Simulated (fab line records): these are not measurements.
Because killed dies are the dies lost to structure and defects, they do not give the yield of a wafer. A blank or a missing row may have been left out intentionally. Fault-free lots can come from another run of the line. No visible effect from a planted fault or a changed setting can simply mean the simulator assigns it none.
fab line records    flow sky130
record: lots: 6  wafers: 18  last_day: 49
route steps=708 shown FIELD_ISO@21 NWELL@32 DNWELL@35 PWDE@45 PAD_OPEN@708
lots untouched by any fault: they come from a run of this same line in which no faults occurred
start_h: the number of hours between the record's first day and the start of the first shown wafer of the lot    wait_h: how many hours have passed since the lot's step before this one    " as in the row above    L1.1+2: a single row standing in for several wafers    - value missing, or start not given    * or withheld: withheld    < > ~ a bound
route shown NAME@n: NAME is a module with steps in the file, n the number in the route of the first one    usual: average and standard deviation across the fault-free wafers    same: alike in all rows    chamber/n: place in a boat    sites: readings site by site    _std_site: the values' standard deviation    _edge_site: outer sites' mean less inner sites'    radius_mm: how far each site lies from the wafer's centre    mask NAME#n: copy n    behind: tool/chamber where the wafer was last shaped    hold: reason for holding the lot/hours on hold/outcome of the hold    device: names the non-switching transistor (n, p or np)    end of line: the route-end tests of the same wafers    for a step that has no rows: nothing shown but its recipe    killed: at the first sort, the dies lost to defects and structure; wafer yield is something else    map: the dies of a wafer, with x for killed, . for not killed, _ for no die there
set.NAME: the setting that was run; set.NAME@STEP: the one run at that earlier step    model.NAME: the simulator's own value behind a step, which no gauge read
lots at selected steps of the route; one table per step, one row per wafer
services: a tool's chamber out of use, with start hour (start_h, from the record's first day; less than 0 if before it), hours out, and reason
== steps ==
step: SKY_FIELD_ISO_CLEAN_20
recipe: chemistry: dHF  time_s: 20  dilution: 100:1
step: SKY_FIELD_ISO_WET_ETCH_21
recipe: chemistry: dHF  dilution: 100:1  target_depth_nm: 20  dry: ipa_marangoni  target: SiO2  temp_c: 25  time_s: 400
step: SKY_FIELD_ISO_OXIDATION_22
recipe: temp_c: 950  ambient: O2  stabilise_s: 600  purge_s: 300  target_thk_a: 100  ox_time_s: 623
step: SKY_FIELD_ISO_THK_MEAS_23
recipe: reads: SiO2_of_FIELD_ISO_OXIDATION_22
usual: FIELD_ISO_OXIDATION_01_THK: 9.96/0.17
lot.wafer  tool           chamber  start_h  wait_h  FIELD_ISO_OXIDATION_01_THK[nm]
L816.2     film_metro-01  -        32.00    0.0     9.98
L816.5     "              -        "        "       9.90
L816.6     "              -        "        "       9.81
L818.1     film_metro-01  -        40.87    0.0     10.22
L818.2     "              -        "        "       10.21
L818.5     "              -        "        "       10.05
L819.1     film_metro-01  -        47.30    0.0     9.87
L819.2     "              -        "        "       9.85
L819.3     "              -        "        "       9.93
L830.3     film_metro-01  -        107.31   0.0     9.94
L830.4     "              -        "        "       10.12
L830.5     "              -        "        "       10.23
L831.2     film_metro-03  -        108.03   0.0     9.74
L831.3     "              -        "        "       9.76
L831.5     "              -        "        "       9.58
L833.1     film_metro-01  -        119.44   0.0     9.97
L833.2     "              -        "        "       9.94
L833.5     "              -        "        "       9.98
step: SKY_FIELD_ISO_CVD_24
recipe: material: SiO2  target_thk_nm: 595  temp_c: 650  sigma_open_frac: 0.3  time_s: 99.2  sih4_flow_sccm: 60  pressure_mtorr: 6
step: SKY_FIELD_ISO_THK_MEAS_25
recipe: reads: SiO2_of_FIELD_ISO_CVD_24
usual: FIELD_ISO_CVD_24_THK: 597/7.7
lot.wafer  tool           chamber  start_h  wait_h  FIELD_ISO_CVD_24_THK[nm]
L816.2     film_metro-04  -        32.13    0.0     595
L816.5     "              -        "        "       596
L816.6     "              -        "        "       608
L818.1     film_metro-04  -        41.00    0.0     595
L818.2     "              -        "        "       604
L818.5     "              -        "        "       603
L819.1     film_metro-04  -        47.43    0.0     599
L819.2     "              -        "        "       600
L819.3     "              -        "        "       595
L830.3     film_metro-04  -        107.44   0.1     584
L830.4     "              -        "        "       605
L830.5     "              -        "        "       586
L831.2     film_metro-01  -        108.16   0.0     587
L831.3     "              -        "        "       600
L831.5     "              -        "        "       602
L833.1     film_metro-04  -        119.58   0.0     602
L833.2     "              -        "        "       583
L833.5     "              -        "        "       599
step: SKY_FIELD_ISO_ANNEAL_26
recipe: temp_c: 1000  time_s: 1800  ambient: N2
step: SKY_FIELD_ISO_CMP_27
recipe: stop_on: Si3N4  t_overpolish_s: 16  down_force_psi: 4  platen_rpm: 60  target_thk_nm: 457.8  pad_velocity_m_s: 0.94248
usual: motor_current_A: 11.5/0.87  overpolish_run_s: 16.000/0.0093  time_to_endpoint_s: 111/5.5
lot.wafer  tool    chamber  start_h  wait_h  motor_current_A  overpolish_run_s  time_to_endpoint_s
L816.2     cmp-01  0        35.16    0.1     12.4             16.014            102
L816.6     "       1        "        "       12.5             15.990            111
L816.5     "       2        "        "       10.4             16.006            101
L818.1     cmp-01  2        43.37    0.1     10.3             15.996            99
L818.2     "       0        "        "       12.1             16.014            107
L818.5     "       2        "        "       9.7              15.995            103
L819.1     cmp-01  2        48.99    0.0     10.1             16.002            101
L819.3     "       3        "        "       12.6             16.005            106
L819.2     "       0        "        "       12.2             15.997            105
L830.3     cmp-01  0        109.03   0.1     12.5             16.001            110
L830.4     "       1        "        "       12.0             15.988            119
L830.5     "       3        "        "       11.7             16.013            113
L831.3     cmp-02  1        109.81   0.1     12.2             15.986            120
L831.2     "       2        "        "       10.0             15.996            112
L831.5     "       0        "        "       13.0             15.992            108
L833.1     cmp-02  1        121.14   0.0     11.8             16.006            123
L833.2     "       3        "        "       11.3             16.006            113
L833.5     "       2        "        "       10.3             15.990            122
step: SKY_FIELD_ISO_WET_ETCH_28
recipe: chemistry: dHF  target_depth_nm: 23.7  target: SiO2  dilution: 10:1  temp_c: 25  time_s: 47
step: SKY_FIELD_ISO_WET_ETCH_29
recipe: chemistry: H3PO4  target_depth_nm: 160  target: Si3N4  temp_c: 160  time_s: 1825
step: SKY_FIELD_ISO_WET_ETCH_30
recipe: chemistry: dHF  target_depth_nm: 25  target: SiO2  dilution: 10:1  temp_c: 25  time_s: 50
step: SKY_NWELL_CLEAN_00
recipe: chemistry: SC1/SC2  mix: 1:4:20  temp_c: 70  time_s: 150  dry: n2_spin
step: SKY_NWELL_OXIDATION_01
recipe: temp_c: 900  ambient: O2  stabilise_s: 600  purge_s: 300  target_thk_a: 100  ox_time_s: 1418
usual: spike_tc_lower_C: 899.7/1  zone_power_upper_pct: 17.06/0.27
lot.wafer  tool        chamber  start_h  wait_h  spike_tc_lower_C  zone_power_upper_pct
L816.2     furnace-01  0        37.74    1.8     900.5             16.83
L816.5     "           0        "        "       899.2             16.95
L816.6     "           0        "        "       899.9             16.77
L818.1     furnace-01  0        44.73    0.5     899.1             16.76
L818.2     "           0        "        "       901.9             17.27
L818.5     "           0        "        "       900.4             16.93
L819.1     furnace-01  0        50.24    0.3     897.9             16.96
L819.2     "           0        "        "       899.9             16.67
L819.3     "           0        "        "       899.8             16.73
L830.3     furnace-01  0        110.23   0.3     899.3             16.94
L830.4     "           0        "        "       898.3             17.00
L830.5     "           0        "        "       899.9             17.09
L831.2     furnace-01  0        111.63   1.0     899.1             16.72
L831.3     "           0        "        "       898.9             16.75
L831.5     "           0        "        "       899.7             16.86
L833.1     furnace-02  0        122.67   0.6     900.7             17.10
L833.2     "           0        "        "       900.3             17.46
L833.5     "           0        "        "       899.0             17.31
step: SKY_NWELL_THK_MEAS_02
recipe: reads: SiO2_of_NWELL_OXIDATION_01
usual: NWELL_OXIDATION_THK: 9.96/0.24
lot.wafer  tool           chamber  start_h  wait_h  NWELL_OXIDATION_THK[nm]
L816.2     film_metro-02  -        39.14    0.0     10.09
L816.5     "              -        "        "       10.05
L816.6     "              -        "        "       10.04
L818.1     film_metro-03  -        46.12    0.0     9.51
L818.2     "              -        "        "       9.65
L818.5     "              -        "        "       9.47
L819.1     film_metro-02  -        51.63    0.0     9.97
L819.2     "              -        "        "       9.88
L819.3     "              -        "        "       9.93
L830.3     film_metro-02  -        111.65   0.0     9.95
L830.4     "              -        "        "       9.92
L830.5     "              -        "        "       10.16
L831.2     film_metro-01  -        113.03   0.0     10.47
L831.3     "              -        "        "       10.54
L831.5     "              -        "        "       10.51
L833.1     film_metro-01  -        124.06   0.0     10.00
L833.2     "              -        "        "       9.94
L833.5     "              -        "        "       9.96
step: SKY_DNWELL_DEHYDRATE_00
recipe: temp_c: 200  time_s: 60
step: SKY_DNWELL_HMDS_01
recipe: prime_time_s: 60  prime_temp_c: 120
step: SKY_DNWELL_COAT_02
recipe: spin_rpm: 2000  resist_thk_nm: 3000
step: SKY_DNWELL_SOFTBAKE_03
recipe: temp_c: 110  time_s: withheld
step: SKY_DNWELL_EXPOSE_04
recipe: mask_id: DNM  na: 0.57  target_cd_nm: 3000  dose_mj: 222
step: SKY_DNWELL_PEB_05
recipe: temp_c: 115  time_s: withheld
step: SKY_DNWELL_DEVELOP_06
recipe: wall_angle_deg: 90  developer: TMAH  develop_time_s: 60  dev_temp_c: 23
step: SKY_DNWELL_IMPLANT_07
recipe: species: P  energy_kev: withheld  dose_cm2: withheld  tilt_deg: withheld
step: SKY_DNWELL_STRIP_08
recipe: chemistry: O2/N2  power_w: 1400  pressure_mtorr: 1500  platen_temp_c: withheld  o2_flow_sccm: 3000  n2_flow_sccm: 300  overash_fraction: 0.5
usual: drypump_motor_current_A: 5.96/0.24  oes_product_au: 0.722/0.0049  strip_time_to_endpoint_s: 36.93/0.085
same: overash_fraction: 0.5
lot.wafer  tool             chamber  start_h  wait_h  drypump_motor_current_A  oes_product_au  rf_hours_counter_h  strip_time_to_endpoint_s
L816.2     plasma_asher-01  0        54.99    0.1     6.24                     0.726           35                  36.99
L816.5     "                1        "        "       5.88                     0.719           -                   37.09
L816.6     "                0        "        "       6.23                     0.721           -                   36.94
L818.1     plasma_asher-01  0        62.04    0.1     6.24                     0.720           36                  36.89
L818.2     "                1        "        "       5.90                     0.719           36                  36.84
L818.5     "                1        "        "       5.90                     0.727           -                   36.91
L819.1     plasma_asher-01  1        68.03    0.1     5.89                     0.727           37                  36.90
L819.2     "                0        "        "       6.23                     0.711           37                  36.88
L819.3     "                0        "        "       6.25                     0.718           -                   36.93
L830.3     plasma_asher-03  0        130.92   0.1     5.49                     0.723           -                   36.91
L830.4     "                1        "        "       5.56                     0.729           -                   37.00
L830.5     "                1        "        "       5.58                     0.726           -                   37.11
L831.2     plasma_asher-01  1        131.63   0.1     5.84                     0.723           44                  36.91
L831.3     "                1        "        "       5.87                     0.726           -                   36.83
L831.5     "                1        "        "       5.90                     0.720           -                   36.77
L833.1     plasma_asher-01  1        143.48   0.1     5.85                     0.728           45                  37.01
L833.2     "                0        "        "       6.25                     0.732           45                  36.89
L833.5     "                1        "        "       5.90                     0.720           -                   36.98
step: SKY_DNWELL_TW_MEAS_09
usual: DNWELL_TW: 1107/6.3
lot.wafer  tool           chamber  start_h  wait_h  DNWELL_TW
L816.2     film_metro-02  -        55.10    0.1     1107
L816.5     "              -        "        "       1111
L816.6     "              -        "        "       1114
L818.1     film_metro-03  -        62.14    0.1     1101
L818.2     "              -        "        "       1096
L818.5     "              -        "        "       1098
L819.1     film_metro-01  -        68.13    0.1     1104
L819.2     "              -        "        "       1102
L819.3     "              -        "        "       1106
L830.3     film_metro-02  -        131.00   0.1     1102
L830.4     "              -        "        "       1108
L830.5     "              -        "        "       1106
L831.2     film_metro-02  -        131.74   0.1     1100
L831.3     "              -        "        "       1108
L831.5     "              -        "        "       1104
L833.1     film_metro-01  -        143.58   0.1     1114
L833.2     "              -        "        "       1110
L833.5     "              -        "        "       1106
step: SKY_PWDE_DEHYDRATE_00
recipe: temp_c: 200  time_s: 60
step: SKY_PWDE_HMDS_01
recipe: prime_time_s: 60  prime_temp_c: 120
step: SKY_PWDE_COAT_02
recipe: spin_rpm: 2000  resist_thk_nm: 3050
step: SKY_PWDE_SOFTBAKE_03
recipe: temp_c: 110  time_s: withheld
step: SKY_PWDE_EXPOSE_04
recipe: mask_id: PWDEM  na: 0.6  source_shape: conventional  sigma_outer: 0.6  polarization: unpolarized  target_cd_nm: 840  dose_mj: 214
step: SKY_PWDE_PEB_05
recipe: temp_c: 115  time_s: withheld
step: SKY_PWDE_DEVELOP_06
recipe: wall_angle_deg: 90  developer: TMAH  develop_time_s: 60  dev_temp_c: 23
step: SKY_PWDE_OVL_MEAS_07
usual: PWDE_OVL: 0.1/1.3
lot.wafer  tool        chamber  start_h  wait_h  PWDE_OVL[nm]
L816.2     overlay-02  -        71.60    -       -1.3
L816.5     "           -        "        "       0.0
L816.6     "           -        "        "       0.2
L818.1     overlay-01  -        78.33    -       -1.3
L818.2     "           -        "        "       -2.0
L818.5     "           -        "        "       -1.8
L819.1     overlay-01  -        84.81    -       -1.4
L819.2     "           -        "        "       -0.9
L819.3     "           -        "        "       -0.2
L830.3     overlay-01  -        149.90   -       1.8
L830.4     "           -        "        "       -0.9
L830.5     "           -        "        "       0.4
L831.2     overlay-02  -        151.61   -       1.5
L831.3     "           -        "        "       0.0
L831.5     "           -        "        "       2.5
L833.1     overlay-02  -        163.28   -       -0.1
L833.2     "           -        "        "       -0.9
L833.5     "           -        "        "       -1.8
step: SKY_PWDE_IMPLANT_08
recipe: species: B  energy_kev: 150  dose_cm2: 3.6e+12  tilt_deg: withheld
step: SKY_PWDE_STRIP_09
recipe: chemistry: O2/N2  power_w: 1400  pressure_mtorr: 1500  platen_temp_c: withheld  o2_flow_sccm: 3000  n2_flow_sccm: 300  overash_fraction: 0.5
usual: drypump_motor_current_A: 5.8/0.37  oes_product_au: 0.723/0.0047  strip_time_to_endpoint_s: 37.56/0.062
same: overash_fraction: 0.5
lot.wafer  tool             chamber  start_h  wait_h  drypump_motor_current_A  oes_product_au  rf_hours_counter_h  strip_time_to_endpoint_s
L816.2     plasma_asher-04  1        71.78    0.1     5.1                      0.727           39                  37.53
L816.5     "                0        "        "       5.6                      0.724           -                   37.54
L816.6     "                1        "        "       5.1                      0.723           -                   37.52
L818.1     plasma_asher-02  1        78.52    0.1     5.7                      0.719           27                  37.51
L818.2     "                0        "        "       6.0                      0.734           27                  37.52
L818.5     "                0        "        "       6.0                      0.721           -                   37.54
L819.1     plasma_asher-01  0        84.99    0.1     6.3                      0.723           39                  37.59
L819.2     "                1        "        "       5.9                      0.730           39                  37.62
L819.3     "                0        "        "       6.2                      0.730           -                   37.57
L830.3     plasma_asher-01  0        150.10   0.1     6.2                      0.725           -                   37.55
L830.4     "                1        "        "       5.9                      0.726           -                   37.75
L830.5     "                0        "        "       6.2                      0.730           -                   37.62
L831.2     plasma_asher-01  0        151.79   0.1     6.2                      0.730           46                  37.57
L831.3     "                1        "        "       5.9                      0.723           -                   37.58
L831.5     "                0        "        "       6.2                      0.734           -                   37.55
L833.1     plasma_asher-04  0        163.47   0.1     5.6                      0.726           47                  37.51
L833.2     "                1        "        "       5.1                      0.725           47                  37.53
L833.5     "                1        "        "       5.1                      0.718           -                   37.54
step: SKY_PWDE_TW_MEAS_10
usual: PWDE_TW: 372.2/1.4
lot.wafer  tool           chamber  start_h  wait_h  PWDE_TW
L816.2     film_metro-01  -        71.89    0.1     372.4
L816.5     "              -        "        "       370.4
L816.6     "              -        "        "       371.3
L818.1     film_metro-03  -        78.62    0.1     374.4
L818.2     "              -        "        "       373.7
L818.5     "              -        "        "       370.6
L819.1     film_metro-02  -        85.09    0.1     372.4
L819.2     "              -        "        "       370.8
L819.3     "              -        "        "       371.9
L830.3     film_metro-02  -        150.19   0.1     371.3
L830.4     "              -        "        "       372.4
L830.5     "              -        "        "       374.0
L831.2     film_metro-02  -        151.90   0.1     371.4
L831.3     "              -        "        "       371.8
L831.5     "              -        "        "       371.8
L833.1     film_metro-02  -        163.57   0.1     374.2
L833.2     "              -        "        "       372.4
L833.5     "              -        "        "       373.3
step: SKY_NWELL_DEHYDRATE_03
recipe: temp_c: 200  time_s: 60
step: SKY_NWELL_HMDS_04
recipe: prime_time_s: 60  prime_temp_c: 120
step: SKY_NWELL_COAT_05
recipe: spin_rpm: 2000  resist_thk_nm: 3000
step: SKY_NWELL_SOFTBAKE_06
recipe: temp_c: 110  time_s: withheld
step: SKY_NWELL_EXPOSE_07
recipe: mask_id: NWM  na: 0.6  source_shape: conventional  sigma_outer: 0.6  polarization: unpolarized  target_cd_nm: 840  dose_mj: 260.4
step: SKY_NWELL_PEB_08
recipe: temp_c: 115  time_s: withheld
step: SKY_NWELL_DEVELOP_09
recipe: wall_angle_deg: 90  developer: TMAH  develop_time_s: 60  dev_temp_c: 23
step: SKY_PAD_OPEN_PROBE_99
usual: killed_at_M0_to_M3: 43/6.6  killed_at_M4_up: 2.9/1.8  killed_at_contacts: 25/5.3  killed_at_front_end: 15/4.1  killed_at_other: 0.3/0.6  killed_dies: 86/8.8  killed_on_rim: 17/3.5  killed_open: 47/6.7  killed_short: 39/6.2
same: gross_dies: 492  killed_at_back_side: 0
lot.wafer  tool       chamber  start_h  wait_h  killed_at_M0_to_M3  killed_at_M4_up  killed_at_contacts  killed_at_front_end  killed_at_other  killed_dies  killed_on_rim  killed_open  killed_short
L819.1     prober-02  -        1094.80  0.1     45                  1                20                  11                   0                77           13             45           32
L819.2     prober-02  -        1094.85  0.1     43                  0                30                  31                   1                105          25             53           52
L819.3     prober-02  -        1094.90  0.2     43                  5                26                  17                   0                91           14             53           38
L830.3     prober-02  -        1163.39  0.2     26                  3                16                  283                  0                328          58             21           36
L830.4     prober-02  -        1163.44  0.2     20                  3                16                  279                  0                318          58             23           23
L830.5     prober-02  -        1163.49  0.2     25                  3                14                  299                  0                341          62             29           18
L831.2     prober-01  -        1169.21  0.1     23                  2                14                  294                  0                333          64             34           13
L831.3     prober-01  -        1169.26  0.2     20                  1                19                  284                  1                325          66             17           31
L831.5     prober-01  -        1169.36  0.2     22                  1                14                  310                  0                347          67             22           24
L833.1     prober-01  -        1176.52  0.1     51                  6                30                  5                    1                93           23             57           36
L833.2     prober-01  -        1176.57  0.1     38                  3                21                  17                   0                79           18             48           31
L833.5     prober-01  -        1176.72  0.2     44                  3                28                  13                   0                88           15             54           33
killed by level:class
L819.1 VIA1:geometric_particle:open=16 CONTACT:geometric_particle:open=10 METAL1:geometric_particle:short=8 LI_CONTACT:geometric_particle:open=5 POLY_GATE:geometric_particle:short=4 METAL2:geometric_particle:short=4 VIA1:geometric_particle:short=4 VIA3:geometric_particle:open=4
L819.2 POLY_GATE:geometric_particle:short=11 VIA1:geometric_particle:open=10 LI_CONTACT:geometric_particle:open=9 CONTACT:geometric_particle:open=9 LOCAL_INTERCONNECT:geometric_particle:short=7 METAL1:geometric_particle:short=7 FIELD_ISO:geometric_particle:open=6 FIELD_ISO:geometric_particle:short=5
L819.3 VIA1:geometric_particle:open=13 CONTACT:geometric_particle:open=11 METAL1:geometric_particle:short=8 VIA1:geometric_particle:short=6 FIELD_ISO:geometric_particle:open=5 LI_CONTACT:geometric_particle:open=5 POLY_GATE:geometric_particle:open=4 LI_CONTACT:geometric_particle:short=4
L830.3 NWELL:unspecified=271 CONTACT:geometric_particle:short=7 POLY_GATE:geometric_particle:short=5 VIA1:geometric_particle:open=5 VIA3:geometric_particle:short=5 LOCAL_INTERCONNECT:geometric_particle:short=4 FIELD_ISO:geometric_particle:short=3 METAL1:geometric_particle:short=3
L830.4 NWELL:unspecified=272 CONTACT:geometric_particle:open=9 METAL1:geometric_particle:short=5 POLY_GATE:geometric_particle:open=3 LOCAL_INTERCONNECT:geometric_particle:short=3 VIA3:geometric_particle:short=3 VIA1:geometric_particle:short=3 VIA1:geometric_particle:open=3
L830.5 NWELL:unspecified=293 VIA1:geometric_particle:open=9 LI_CONTACT:geometric_particle:open=4 CONTACT:geometric_particle:short=4 CONTACT:geometric_particle:open=4 FIELD_ISO:geometric_particle:open=3 METAL2:geometric_particle:short=3 VIA2:geometric_particle:open=3
L831.2 NWELL:unspecified=285 CONTACT:geometric_particle:open=9 VIA1:geometric_particle:open=7 POLY_GATE:geometric_particle:open=4 VIA3:geometric_particle:open=4 LI_CONTACT:geometric_particle:open=3 METAL3:geometric_particle:short=3 FIELD_ISO:geometric_particle:open=2
L831.3 NWELL:unspecified=276 LOCAL_INTERCONNECT:geometric_particle:short=6 CONTACT:geometric_particle:open=5 VIA1:geometric_particle:short=5 CONTACT:geometric_particle:short=4 METAL1:geometric_particle:short=3 METAL2:geometric_particle:short=3 METAL3:geometric_particle:short=3
L831.5 NWELL:unspecified=300 LI_CONTACT:geometric_particle:open=5 VIA1:geometric_particle:open=5 METAL2:geometric_particle:short=4 POLY_GATE:geometric_particle:short=3 LOCAL_INTERCONNECT:geometric_particle:short=3 CONTACT:geometric_particle:open=3 METAL1:geometric_particle:short=3
L833.1 VIA1:geometric_particle:open=12 CONTACT:geometric_particle:open=9 VIA3:geometric_particle:open=9 LI_CONTACT:geometric_particle:open=7 VIA2:geometric_particle:open=7 LOCAL_INTERCONNECT:geometric_particle:short=6 VIA1:geometric_particle:short=6 METAL4:geometric_particle:short=4
L833.2 VIA1:geometric_particle:open=14 CONTACT:geometric_particle:open=9 SPACER:geometric_particle:open=6 VIA3:geometric_particle:open=5 CONTACT:geometric_particle:short=4 LI_CONTACT:geometric_particle:open=4 METAL1:geometric_particle:short=4 POLY_CUT:geometric_particle:open=3
L833.5 CONTACT:geometric_particle:open=14 VIA1:geometric_particle:open=12 LI_CONTACT:geometric_particle:open=7 VIA2:geometric_particle:open=7 METAL2:geometric_particle:short=6 SPACER:geometric_particle:open=5 VIA1:geometric_particle:short=5 METAL3:geometric_particle:short=4
map L830.5 (x killed, . not)
__________xxx.x..xxx_________
________.xx.xxxxxxxx.x_______
______xx.x...xx.xx...x.._____
_____xx..xxxxxxxxx.x.x.xx____
____x.x.xx.x.xxxxxx..xxxxx___
___xxxxx.x..xxxx..xxx.x.xxx__
__xxxxxxxxxx.x.xxxx..xxxxx.x_
_x.x.x.x..xx.xx.x.xxxxxxx.x.x
_.xxxxx.x.x.x..x.xxx.xx..xx.x
_xx.xxxx.x..xxxxxxxx.x.x.x..x
_xxxx..xx.xxx.x.xxxxxxx.x.xx.
_xx.xxxxx.xxxxxxx.xxxxxxx.xxx
_.xx.xx.xx.xx.xxxxxxxxx.xxx..
_xxxxxx...xxxxxx.xx.xxx..x.xx
_xxxxxxx.xxxx.xx..xxxxxxxxxx.
__..x.x.xxxxxxxxx.xxx.xx.xx._
___x..xx.xxxx...xx.xx.xxxxx__
____xxx.x..x.xxxx..xx.x.xx___
_____xxxxx.xx.x..xxx.xxx.____
______xx..xx.xx..xxxxx.._____
________xx.x..x.xxx.x._______
__________.xxx.x...._________
map L831.5 (x killed, . not)
__________xxxxxxxxxx_________
________xxxx.xx.xxxxx._______
______xxx.x.xxx.....xx.x_____
_____.x.....x.x.xxxx.x.xx____
____x.xx.x..xxx.xxxxx.xxx.___
___.x.xx..xxxxx.xxxx.xxx...__
__xxxxx.xxxx.xxxxxxxxxxxxxxx_
_x.xxxx..xxxxxx.x.x...xxxxxx.
_x.xxxxxx.xxx.xx..xxx.xx.x.x.
_x.xxxxx.xxx.xxxx.x.xxxxxxxx.
_.xx..x.xxxx.xx.xxx......x.xx
_xxxxxx.xxxx..x.x.xxx.x...xxx
_xxxx.xxxxxxxx.xxx.xxxxx.x..x
_.x.xxxxx.x.x.xx.xx..xx.xxx.x
_.xx.xx.x..xx.x.x.xxxxxxxxxxx
__..xxxxxxxxxxxxxxxx.xx.x..._
___....x.xxxxxx.x.xxx.xxxxx__
____.x.xxx.xx..xxxxx.xxxxx___
_____.xx..x.xxxxxxxxxx.xx____
______xx..xxx..x.xxxxxxx_____
________.xxxxxxxxxx.xx_______
__________xxxx...xxx_________
== services ==
tool             chamber  start_h  hours  kind
cmp-01           -        15.51    1.4    repair
cmp-01           -        26.29    6.3    repair
plasma_asher-01  -        34.65    2.8    pm
furnace-01       -        63.03    5.1    pm
cmp-02           -        64.00    4.0    pm
cmp-01           -        67.89    1.7    repair
cmp-02           -        68.00    -      consumable_replace:conditioner
cmp-02           -        68.00    -      consumable_replace:pad
plasma_asher-04  -        76.49    4.0    repair
cmp-02           -        82.09    1.0    repair
plasma_asher-03  -        108.75   9.0    pm
plasma_asher-03  0        108.75   9.0    vent_cycle
plasma_asher-03  1        108.75   9.0    vent_cycle
plasma_asher-03  0        117.75   -      clean
plasma_asher-03  1        117.75   -      clean
plasma_asher-02  -        118.42   2.8    pm
cmp-01           -        130.09   12.4   repair
cmp-01           -        137.90   5.8    repair
furnace-01       -        140.87   3.3    pm
cmp-01           -        156.43   0.8    repair
== key ==
first_sign: step: SKY_PAD_OPEN_PROBE_99  reading: killed_at_front_end  direction: up  sigmas: 68  usual: 15  struck: 292
effect: step: SKY_PAD_OPEN_PROBE_99  reading: killed_dies  direction: up  sigmas: 28  usual: 86  struck: 332
met_at SKY_NWELL_OXIDATION_01
struck_wafers L830.3,L830.4,L830.5,L831.2,L831.3,L831.5
tester_left_out L830,L831
onset_between 50.24 110.23
also_fits SKY_PWDE_STRIP_09:plasma_asher-01
fault: kind: chamber_particle_source  tool: furnace-01  chamber: -  onset_h: 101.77  steps: SKY_NWELL_OXIDATION_01  rate_per_visit_cm2: 1.7708  end_h: 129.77
tester_left_out: of these lots the tester's yield and bins aren't shown, on N5 and GAA mostly nor the transistor test; their killed dies are dies lost to structure and defects alone, not to doping, threshold or leakage, so they don't give the yield
